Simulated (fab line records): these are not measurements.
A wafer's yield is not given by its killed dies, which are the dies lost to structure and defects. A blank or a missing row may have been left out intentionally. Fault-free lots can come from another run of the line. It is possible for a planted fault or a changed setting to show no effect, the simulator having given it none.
Chamber matching / flow gf180mcu / GF_V4_CMP_04 on cmp-02 has 4 sister chambers
The step polishes SiO2. 8 wafers are shown with their chamber, then 9 later ones without.

## WAFERS, EACH WITH ITS CHAMBER
wafer=L649.4; chamber=2; motor current A (A)=11.8; time to endpoint s (s)=90
wafer=L655.6; chamber=3; motor current A (A)=13.2; time to endpoint s (s)=86
wafer=L656.1; chamber=0; motor current A (A)=10.8; time to endpoint s (s)=80
wafer=L660.2; chamber=0; motor current A (A)=11.5; time to endpoint s (s)=76
wafer=L660.6; chamber=1; motor current A (A)=12.8; time to endpoint s (s)=100
wafer=L669.3; chamber=1; motor current A (A)=11.6; time to endpoint s (s)=72
wafer=L669.4; chamber=2; motor current A (A)=12.2; time to endpoint s (s)=81
wafer=L669.5; chamber=3; motor current A (A)=12.4; time to endpoint s (s)=91

## WAFERS WITHOUT THEIR CHAMBER
wafer=L670.1; motor current A (A)=12.7; time to endpoint s (s)=76
wafer=L670.2; motor current A (A)=12.9; time to endpoint s (s)=82
wafer=L670.6; motor current A (A)=10.8; time to endpoint s (s)=77
wafer=L671.1; motor current A (A)=12.5; time to endpoint s (s)=80
wafer=L671.5; motor current A (A)=11.3; time to endpoint s (s)=87
wafer=L671.6; motor current A (A)=13.1; time to endpoint s (s)=86
wafer=L672.3; motor current A (A)=12.5; time to endpoint s (s)=82
wafer=L672.4; motor current A (A)=11.3; time to endpoint s (s)=88
wafer=L672.6; motor current A (A)=11.2; time to endpoint s (s)=81

## THE CHAMBER EACH PASSED THROUGH
wafer=L670.1; from the rows above=can't be placed: 3 or 1 or 2 or 0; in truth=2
wafer=L670.2; from the rows above=can't be placed: 3 or 1 or 2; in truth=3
wafer=L670.6; from the rows above=can't be placed: 0 or 2 or 1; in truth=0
wafer=L671.1; from the rows above=can't be placed: 1 or 3 or 2 or 0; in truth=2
wafer=L671.5; from the rows above=can't be placed: 0 or 2 or 1 or 3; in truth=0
wafer=L671.6; from the rows above=can't be placed: 3 or 1 or 2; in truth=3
wafer=L672.3; from the rows above=can't be placed: 1 or 3 or 2 or 0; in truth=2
wafer=L672.4; from the rows above=can't be placed: 0 or 2 or 1 or 3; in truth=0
wafer=L672.6; from the rows above=can't be placed: 0 or 2 or 1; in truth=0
Correctly placed: 0 of 9. Unplaceable from these rows: 9, with the true chamber sitting among the candidates in 9. 0 placed wrongly.
How it was worked out, from the rows above alone: a wafer's distance from a chamber is the root of the sum, over the readings, of the square of ((its reading less the chamber's mean) divided by the reading's scatter). If the next closest chamber is less than 2 further off than the closest, the wafer can't be placed; otherwise it belongs to the closest. Each chamber's mean is taken over the wafers shown for it. How the scatter is found: for the shown wafers, subtract from each reading the mean of its chamber, square and add these, divide the total by (wafers less chambers), then take the root.
